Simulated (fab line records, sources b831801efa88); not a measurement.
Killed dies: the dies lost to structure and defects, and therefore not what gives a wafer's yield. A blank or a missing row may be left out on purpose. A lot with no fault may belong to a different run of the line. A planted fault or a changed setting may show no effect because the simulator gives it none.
fab line records	flow sfq-line
[record] lots = 14	wafers = 40	last-day = 87
route steps=325 shown I2@105 I4@164 JJ@182
lots with no fault: from the same line, run without faults
start-h: the number of hours between the record's first day and the start of the first shown wafer of the lot	wait-h: how many hours have passed since the lot's step before this one	" the same as in the row above	L1.1+2: a single row standing in for several wafers	- no value, or no start was given	* or withheld: withheld	< > ~ a bound
route shown NAME@n: names a module that has steps shown in the file, with the first one's number in the route	usual: average and standard deviation across the fault-free wafers	same: alike in all rows	chamber/n: place in a boat	sites: each site's reading	_std_site: standard deviation across them	_edge_site: mean of outer sites minus mean of inner sites	radius-mm: for every site, how far away it sits from the centre of the wafer	mask NAME#n: copy n	behind: the tool/chamber that last shaped the wafer	hold: the reason the lot was held/the length of the hold in hours/how it ended	device: the n, p or np transistor that did not switch	end of line: tests of these same wafers at the route's end	for a step that has no rows: nothing shown but its recipe	killed: the dies lost at the first sort to structure and to defects; this is not the yield of the wafer	map: the dies of a wafer, with x for killed, . for not killed, _ for no die there
set.NAME: the run value of the setting; set.NAME@STEP: its run value at that earlier step	model.NAME: the simulator's own value behind a step, which no gauge read
steps of the route over a sample of lots; a table a step, a row a wafer
services: the hour from which a tool's chamber was out of use, counted from the record's first day as start-h (under 0 if before that day), plus the number of hours and why
[[steps]]
[step SFQ_I2_BOW_MEAS_917]
[recipe] mode = bow
[usual] I2_BOW = 1/9.2
lot.wafer	tool	chamber	start-h	wait-h	I2_BOW[um]
L712.1	film-metro-01	-	728.80	1.5	-13
L712.5	"	-	"	"	-4
L712.6	"	-	"	"	-8
L715.2	film-metro-01	-	760.71	2.5	-9
L715.5	"	-	"	"	-4
L715.6	"	-	"	"	-13
L716.1	film-metro-03	-	778.44	2.0	-28
L716.5	"	-	"	"	-15
L716.6	"	-	"	"	-14
L718.2	film-metro-04	-	800.46	1.0	3
L718.4	"	-	"	"	2
L718.6	"	-	"	"	8
L719.2	film-metro-03	-	815.46	2.5	0
L719.4	"	-	"	"	-4
L719.6	"	-	"	"	0
L720.4	film-metro-03	-	818.50	1.1	-6
L723.1	film-metro-04	-	830.44	2.5	1
L723.3	"	-	"	"	7
L723.6	"	-	"	"	-9
L725.3	film-metro-03	-	840.26	2.0	-1
L725.4	"	-	"	"	-11
L725.6	"	-	"	"	14
L726.1	film-metro-01	-	847.08	2.0	-20
L726.5	"	-	"	"	-12
L726.6	"	-	"	"	-14
L728.1	film-metro-03	-	868.74	2.5	-11
L728.3	"	-	"	"	11
L728.4	"	-	"	"	-4
L730.2	film-metro-04	-	892.76	1.0	2
L730.3	"	-	"	"	0
L730.6	"	-	"	"	15
L731.1	film-metro-04	-	899.21	1.0	1
L731.4	"	-	"	"	4
L731.5	"	-	"	"	9
L732.2	film-metro-03	-	911.64	1.0	2
L732.3	"	-	"	"	-5
L732.4	"	-	"	"	-1
L733.1	film-metro-04	-	914.06	2.0	9
L733.3	"	-	"	"	12
L733.5	"	-	"	"	11
[step SFQ_TRILAYER_I4_CMP_CMP_100]
[recipe] material = SiO2	down-force-psi = 3	platen-rpm = 60	pad-velocity-m-s = 0.94248
[usual] motor-current-A = 10.0/1.5	time-to-endpoint-s = 220/7.3
lot.wafer	tool	chamber	start-h	wait-h	motor-current-A	time-to-endpoint-s
L712.1	cmp-02	3	1170.30	5.7	9.1	214
L712.6	"	1	1171.30	6.7	11.1	222
L712.5	"	2	"	"	8.7	210
L715.2	cmp-02	1	1194.30	5.7	11.5	227
L715.6	"	3	1195.30	6.7	9.7	220
L715.5	"	0	"	"	10.1	221
L716.1	cmp-01	3	1215.39	0.5	12.1	217
L716.6	"	2	1216.89	2.0	8.2	215
L716.5	"	3	"	"	12.6	222
L718.2	cmp-02	2	1220.19	2.8	9.2	204
L718.4	"	3	"	"	9.4	222
L718.6	"	1	1221.69	4.3	11.2	230
L719.2	cmp-02	1	1257.16	8.6	11.4	222
L719.4	"	2	"	"	9.4	209
L719.6	"	2	1259.66	11.0	9.3	210
L720.4	cmp-02	0	1261.66	10.6	9.9	217
L723.3	cmp-01	1	1268.40	6.8	10.3	230
L723.1	"	3	1269.40	7.8	12.8	229
L723.6	"	1	1270.40	8.8	10.0	237
L725.4	cmp-01	1	1275.40	3.2	9.8	226
L725.3	"	2	"	"	8.7	222
L725.6	"	0	1276.90	4.7	8.5	218
L726.1	cmp-01	1	1282.68	1.9	10.4	217
L726.5	"	2	"	"	7.3	222
L726.6	"	3	"	"	12.6	237
L728.3	cmp-01	1	1292.33	0.4	10.1	211
L728.1	"	2	"	"	8.5	222
L728.4	"	0	1293.83	1.8	8.4	218
L730.2	cmp-01	3	1305.31	0.5	12.7	223
L730.3	"	0	"	"	8.0	207
L730.6	"	3	1307.31	2.5	12.3	230
L731.1	cmp-02	0	1315.21	0.0	10.4	211
L731.4	"	3	1316.71	1.5	9.4	217
L731.5	"	1	1317.71	2.5	11.7	227
L732.4	cmp-02	2	1450.55	2.8	9.1	237
L732.2	"	0	1451.55	3.8	10.2	220
L732.3	"	1	"	"	11.3	230
L733.3	cmp-02	3	1453.55	2.2	9.6	229
L733.1	"	0	"	"	10.2	217
L733.5	"	3	1455.55	4.2	9.2	232
[step SFQ_I4_BOW_MEAS_927]
[recipe] mode = bow
[usual] I4_BOW = 2/9
lot.wafer	tool	chamber	start-h	wait-h	I4_BOW[um]
L712.1	film-metro-03	-	1172.30	1.5	-8
L712.5	"	-	"	"	0
L712.6	"	-	"	"	-3
L715.2	film-metro-01	-	1196.32	1.5	-5
L715.5	"	-	"	"	0
L715.6	"	-	"	"	-7
L716.1	film-metro-01	-	1217.89	2.0	-26
L716.5	"	-	"	"	-13
L716.6	"	-	"	"	-13
L718.2	film-metro-03	-	1222.71	2.0	6
L718.4	"	-	"	"	6
L718.6	"	-	"	"	12
L718.2	film-metro-03	-	1224.03	1.3	-
L718.4	"	-	"	"	-
L718.6	"	-	"	"	-
L719.2	film-metro-01	-	1260.18	2.5	-3
L719.4	"	-	"	"	-7
L719.6	"	-	"	"	-2
L719.2	film-metro-01	-	1261.50	1.3	-
L719.4	"	-	"	"	-
L719.6	"	-	"	"	-
L720.4	film-metro-01	-	1263.22	1.1	-9
L723.1	film-metro-01	-	1271.40	1.5	3
L723.3	"	-	"	"	8
L723.6	"	-	"	"	-8
L725.3	film-metro-04	-	1277.44	1.0	-1
L725.4	"	-	"	"	-10
L725.6	"	-	"	"	15
L726.1	film-metro-03	-	1284.18	1.0	-19
L726.5	"	-	"	"	-10
L726.6	"	-	"	"	-12
L728.1	film-metro-01	-	1295.33	2.0	-7
L728.3	"	-	"	"	13
L728.4	"	-	"	"	-1
L730.2	film-metro-01	-	1307.83	2.0	1
L730.3	"	-	"	"	-1
L730.6	"	-	"	"	14
L731.1	film-metro-03	-	1318.21	2.5	4
L731.4	"	-	"	"	6
L731.5	"	-	"	"	12
L732.2	film-metro-03	-	1453.57	1.5	4
L732.3	"	-	"	"	-3
L732.4	"	-	"	"	0
L733.1	film-metro-04	-	1456.55	2.0	2
L733.3	"	-	"	"	4
L733.5	"	-	"	"	3
[step SFQ_TRILAYER_I4_METRO_MEASURE_101]
[usual] thk-nm = 200.8/0.96
lot.wafer	tool	chamber	start-h	wait-h	thk-nm
L712.1	film-metro-03	-	1172.42	0.1	201.0
L712.5	"	-	"	"	200.4
L712.6	"	-	"	"	200.7
L715.2	film-metro-01	-	1196.62	0.3	202.4
L715.5	"	-	"	"	201.8
L715.6	"	-	"	"	201.6
L716.1	film-metro-01	-	1218.01	0.1	200.7
L716.5	"	-	"	"	200.1
L716.6	"	-	"	"	199.4
L718.2	film-metro-03	-	1226.75	2.7	220.4
L718.4	"	-	"	"	200.7
L718.6	"	-	"	"	200.3
L718.2	film-metro-03	-	1228.12	1.2	220.5
L718.4	"	-	"	"	200.9
L718.6	"	-	"	"	200.6
L720.4	film-metro-01	-	1263.88	0.6	199.8
L719.2	film-metro-01	-	1266.08	4.6	199.9
L719.4	"	-	"	"	219.3
L719.6	"	-	"	"	220.3
L719.2	film-metro-01	-	1267.44	1.2	199.8
L719.4	"	-	"	"	219.3
L719.6	"	-	"	"	220.2
L723.1	film-metro-01	-	1271.52	0.1	202.7
L723.3	"	-	"	"	201.5
L723.6	"	-	"	"	201.2
L725.3	film-metro-04	-	1277.92	0.5	201.2
L725.4	"	-	"	"	202.3
L725.6	"	-	"	"	202.1
L726.1	film-metro-03	-	1284.30	0.1	202.3
L726.5	"	-	"	"	200.8
L726.6	"	-	"	"	201.1
L728.1	film-metro-01	-	1295.45	0.1	200.5
L728.3	"	-	"	"	199.6
L728.4	"	-	"	"	199.5
L730.2	film-metro-01	-	1308.13	0.3	202.1
L730.3	"	-	"	"	199.6
L730.6	"	-	"	"	200.8
L731.1	film-metro-03	-	1318.33	0.1	200.7
L731.4	"	-	"	"	200.8
L731.5	"	-	"	"	201.6
L732.2	film-metro-03	-	1453.87	0.3	201.5
L732.3	"	-	"	"	202.0
L732.4	"	-	"	"	201.5
L733.1	film-metro-04	-	1456.67	0.1	201.6
L733.3	"	-	"	"	202.3
L733.5	"	-	"	"	201.8
[step SFQ_TRILAYER_I4_VIA_BARC_OPEN_VIA_ETCH_146]
[recipe] mask-material = PR	chemistry = O2	target-depth-nm = 125	target = BARC	source-w = 500	bias-w = 80	pressure-mtorr = 30	time-s = 41.7
[usual] drypump-motor-current-A = 5.6/0.34	oes-product-au = 0.684/0.0044
lot.wafer	tool	chamber	start-h	wait-h	drypump-motor-current-A	oes-product-au	rf-hours-counter-h
L712.1	rie-diel-04	3	1297.86	0.0	5.4	0.683	14
L712.5	"	1	"	"	6.0	0.678	-
L712.6	"	2	"	"	5.6	0.688	-
L715.2	rie-diel-01	3	1318.26	0.0	5.2	0.691	17
L715.5	"	3	"	"	5.2	0.678	-
L715.6	"	0	"	"	5.8	0.682	-
L716.1	rie-diel-02	1	1343.39	0.0	5.0	0.684	11
L716.5	"	2	"	"	6.0	0.688	-
L716.6	"	1	"	"	4.9	0.676	-
L718.2	rie-diel-01	0	1349.39	0.0	5.8	0.687	10
L718.4	"	2	"	"	6.0	0.691	0
L718.6	"	3	"	"	5.2	0.687	-
L719.2	rie-diel-01	1	1386.71	0.0	5.9	0.683	1
L719.4	"	3	"	"	5.2	0.682	19
L719.6	"	2	"	"	6.0	0.687	-
L720.4	rie-diel-02	0	1391.53	0.0	5.6	0.690	-
L723.1	rie-diel-02	1	1398.71	0.0	5.0	0.690	12
L723.3	"	1	"	"	5.0	0.685	-
L723.6	"	1	"	"	5.0	0.683	-
L725.3	rie-diel-02	3	1404.71	0.0	5.6	0.688	15
L725.4	"	1	"	"	5.0	0.693	12
L725.6	"	1	"	"	5.0	0.685	-
L726.1	rie-diel-02	2	1414.31	0.0	6.0	0.688	17
L726.5	"	3	"	"	5.5	0.681	-
L726.6	"	2	"	"	6.0	0.687	-
L728.1	rie-diel-02	1	1425.11	0.0	5.0	0.684	12
L728.3	"	2	"	"	6.0	0.681	17
L728.4	"	0	"	"	5.6	0.687	9
L730.2	rie-diel-04	1	1428.89	0.0	6.0	0.682	16
L730.3	"	2	"	"	5.6	0.685	13
L730.6	"	0	"	"	5.3	0.681	-
L731.1	rie-diel-02	1	1430.09	0.0	5.0	0.693	12
L731.4	"	2	"	"	6.0	0.686	17
L731.5	"	1	"	"	4.9	0.681	-
L732.2	rie-diel-01	2	1458.78	0.0	6.0	0.686	2
L732.3	"	1	"	"	5.8	0.684	3
L732.4	"	0	"	"	5.8	0.686	11
L733.1	rie-diel-02	2	1462.21	0.0	6.0	0.691	18
L733.3	"	0	"	"	5.7	0.692	10
L733.5	"	2	"	"	6.0	0.684	-
[step SFQ_TRILAYER_I4_VIA_ETCH_VIA_ETCH_106]
[recipe] target = SiO2	stop-on = Nb	mask-material = PR	taper-deg = 20	chemistry = CHF3	target-depth-nm = 260	source-w = 500	bias-w = 80	pressure-mtorr = 30	time-s = withheld
[usual] drypump-motor-current-A = 5.6/0.34	oes-product-au = 0.856/0.0051
lot.wafer	tool	chamber	start-h	wait-h	drypump-motor-current-A	oes-product-au
L712.1	rie-diel-04	3	1297.90	0.0	5.4	0.854
L712.5	"	1	"	"	6.0	0.855
L712.6	"	2	"	"	5.6	0.853
L715.2	rie-diel-01	3	1318.30	0.0	5.2	0.853
L715.5	"	3	"	"	5.2	0.859
L715.6	"	0	"	"	5.8	0.852
L716.1	rie-diel-02	1	1343.43	0.0	5.0	0.848
L716.5	"	2	"	"	6.0	0.848
L716.6	"	1	"	"	5.0	0.853
L718.2	rie-diel-01	0	1349.43	0.0	5.8	0.902
L718.4	"	2	"	"	6.0	0.859
L718.6	"	3	"	"	5.2	0.853
L719.2	rie-diel-01	1	1386.75	0.0	5.8	0.858
L719.4	"	3	"	"	5.2	0.895
L719.6	"	2	"	"	6.0	0.906
L720.4	rie-diel-02	0	1391.61	0.1	5.6	0.852
L723.1	rie-diel-02	1	1398.77	0.0	5.0	0.855
L723.3	"	1	"	"	5.0	0.858
L723.6	"	1	"	"	4.9	0.857
L725.3	rie-diel-02	3	1404.75	0.0	5.5	0.861
L725.4	"	1	"	"	5.0	0.869
L725.6	"	1	"	"	5.0	0.870
L726.1	rie-diel-02	2	1414.35	0.0	6.0	0.862
L726.5	"	3	"	"	5.5	0.849
L726.6	"	2	"	"	6.0	0.855
L728.1	rie-diel-02	1	1425.15	0.0	5.0	0.854
L728.3	"	2	"	"	6.0	0.853
L728.4	"	0	"	"	5.6	0.854
L730.2	rie-diel-04	1	1428.93	0.0	6.0	0.855
L730.3	"	2	"	"	5.6	0.848
L730.6	"	0	"	"	5.3	0.848
L731.1	rie-diel-02	1	1430.13	0.0	5.0	0.853
L731.4	"	2	"	"	6.0	0.851
L731.5	"	1	"	"	5.0	0.854
L732.2	rie-diel-01	2	1458.82	0.0	6.0	0.859
L732.3	"	1	"	"	5.8	0.858
L732.4	"	0	"	"	5.8	0.862
L733.1	rie-diel-02	2	1462.25	0.0	6.0	0.861
L733.3	"	0	"	"	5.6	0.866
L733.5	"	2	"	"	6.0	0.851
[step SFQ_TRILAYER_JJ_TRILAYER_DEP_SPUTTER_112]
[recipe] material = Nb	base-pressure-pa = 1.33e-06	chamber-pressure-pa = 0.1333	substrate-temp-c = 20	target-thk-nm = 170	power-w = 2000	time-s = 113.3
[usual] throttle-valve-pct = 30.2/1.3
lot.wafer	tool	chamber	start-h	wait-h	throttle-valve-pct
L712.1	pvd-sputter-04	-	1299.91	0.5	29.1
L712.5	"	-	"	"	29.4
L712.6	"	-	"	"	32.6
L715.2	pvd-sputter-05	-	1320.31	0.5	30.5
L715.5	"	-	"	"	31.2
L715.6	"	-	"	"	31.9
L716.1	pvd-sputter-05	-	1345.44	0.5	32.1
L716.5	"	-	"	"	30.5
L716.6	"	-	"	"	29.5
L718.2	pvd-sputter-05	-	1351.44	0.5	31.9
L718.4	"	-	"	"	29.3
L718.6	"	-	"	"	30.6
L719.2	pvd-sputter-03	-	1388.78	0.5	28.4
L719.4	"	-	"	"	28.9
L719.6	"	-	"	"	28.7
L720.4	pvd-sputter-04	-	1393.56	0.5	29.9
L723.1	pvd-sputter-04	-	1400.84	0.5	29.8
L723.3	"	-	"	"	31.1
L723.6	"	-	"	"	32.5
L725.3	pvd-sputter-05	-	1406.76	0.5	31.2
L725.4	"	-	"	"	29.3
L725.6	"	-	"	"	31.2
L726.1	pvd-sputter-05	-	1416.52	0.6	30.9
L726.5	"	-	"	"	31.3
L726.6	"	-	"	"	30.5
L728.1	pvd-sputter-03	-	1427.18	0.5	29.7
L728.3	"	-	"	"	28.6
L728.4	"	-	"	"	28.9
L730.2	pvd-sputter-04	-	1430.95	0.5	29.8
L730.3	"	-	"	"	31.2
L730.6	"	-	"	"	31.3
L731.1	pvd-sputter-03	-	1432.15	0.5	28.3
L731.4	"	-	"	"	29.0
L731.5	"	-	"	"	28.7
L732.2	pvd-sputter-05	-	1460.83	0.5	31.4
L732.3	"	-	"	"	31.7
L732.4	"	-	"	"	29.2
L733.1	pvd-sputter-04	-	1464.26	0.5	29.2
L733.3	"	-	"	"	31.4
L733.5	"	-	"	"	32.5
[[services]]
tool	chamber	start-h	hours	kind
pvd-sputter-05	-	1147.72	12.2	repair
cmp-01	-	1150.23	2.9	repair
rie-diel-01	-	1156.64	14.6	pm
cmp-02	-	1160.97	1.1	repair
rie-diel-01	-	1180.24	2.8	pm
cmp-01	-	1185.59	0.5	repair
film-metro-01	-	1197.62	1.9	pm
rie-diel-01	3	1208.90	6.2	repair
rie-diel-01	0	1216.95	13.1	repair
rie-diel-01	1	1235.44	29.1	repair
rie-diel-02	3	1267.74	6.2	repair
rie-diel-01	3	1319.81	5.2	repair
cmp-02	-	1334.21	4.2	pm
rie-diel-02	3	1360.64	5.5	repair
film-metro-01	-	1360.99	0.5	pm
rie-diel-02	2	1362.97	12.6	repair
rie-diel-02	2	1378.47	22.3	repair
film-metro-01	-	1380.41	0.5	pm
rie-diel-02	3	1393.84	6.9	repair
cmp-02	-	1422.28	3.3	repair
rie-diel-01	0	1426.46	1.6	repair
cmp-02	-	1437.55	4.0	pm
film-metro-01	-	1442.08	1.0	pm
rie-diel-01	3	1460.54	5.7	repair
[[key]]
[first-sign] step = SFQ_I4_BOW_MEAS_927	reading = visit	direction = added
[effect] step = SFQ_TRILAYER_I4_METRO_MEASURE_101	reading = visit	direction = added
[effect] step = SFQ_TRILAYER_I4_METRO_MEASURE_101	reading = thk-nm	direction = up	sigmas = 20	usual = 200.8	struck = 220.0
[effect] step = SFQ_TRILAYER_I4_VIA_ETCH_VIA_ETCH_106	reading = oes-product-au	direction = up	sigmas = 8.8	usual = 0.856	struck = 0.901
met-at SFQ_TRILAYER_I4_CMP_CMP_100
struck-lots L718,L719
struck-wafers L718.2,L719.4,L719.6
not-acting-at SFQ_I2_BOW_MEAS_917,SFQ_TRILAYER_I4_VIA_BARC_OPEN_VIA_ETCH_146,SFQ_TRILAYER_JJ_TRILAYER_DEP_SPUTTER_112
onset-between 1170.30 1220.19
[fault] kind = process-parameter-drift	tool = cmp-02	chamber = 2	onset-h = 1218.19	steps = SFQ_TRILAYER_I4_CMP_CMP_100	channel = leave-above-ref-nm	offset = 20	shape = step	end-h = 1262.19	acts-in = these-recipes-only	stated = 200
